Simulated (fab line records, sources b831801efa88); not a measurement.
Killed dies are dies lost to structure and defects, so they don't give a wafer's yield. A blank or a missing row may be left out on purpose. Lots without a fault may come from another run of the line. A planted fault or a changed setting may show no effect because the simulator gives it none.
Chamber matching | flow gf180mcu | GF_STI_CMP_25 on cmp-02: 4 sister chambers
The step polishes, stops on Si3N4, t overpolish 33 s, target thk 524.6 nm. 4 wafers are shown with their chamber, then 7 later ones without.

WAFERS WITH THEIR CHAMBER
wafer  | chamber | motor_current_A (A)
L577.2 | 2       | 13.4
L577.4 | 3       | 13.1
L579.1 | 1       | 12.2
L579.2 | 0       | 11.7

WAFERS WITHOUT THEIR CHAMBER
wafer  | motor_current_A (A)
L579.5 | 11.2
L586.2 | 12.5
L586.3 | 13.2
L586.5 | 11.4
L589.2 | 13.8
L589.4 | 11.1
L589.6 | 13.7

WHICH CHAMBER EACH WENT THROUGH
wafer  | from the rows above               | in truth
L579.5 | can't be placed: 0 or 1           | 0
L586.2 | can't be placed: 1 or 3 or 0 or 2 | 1
L586.3 | can't be placed: 3 or 2           | 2
L586.5 | can't be placed: 0 or 1           | 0
L589.2 | can't be placed: 2 or 3           | 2
L589.4 | can't be placed: 0 or 1           | 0
L589.6 | can't be placed: 2 or 3           | 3
Placed correctly: 0 of 7. Can't be placed from these rows: 7 (the true chamber is among the candidates in 7). Placed wrongly: 0.
How it was worked out, from the rows above alone: a wafer's distance from a chamber is the root of the sum, over the readings, of the square of ((its reading less the chamber's mean) divided by the reading's scatter). The wafer belongs to the nearest chamber; if the next one is less than 2 further off, it can't be placed. A chamber's mean is the mean of its shown wafers. The scatter: with one shown wafer a chamber, the root of the mean of the squares of how far each hidden wafer lies from its nearest shown one.
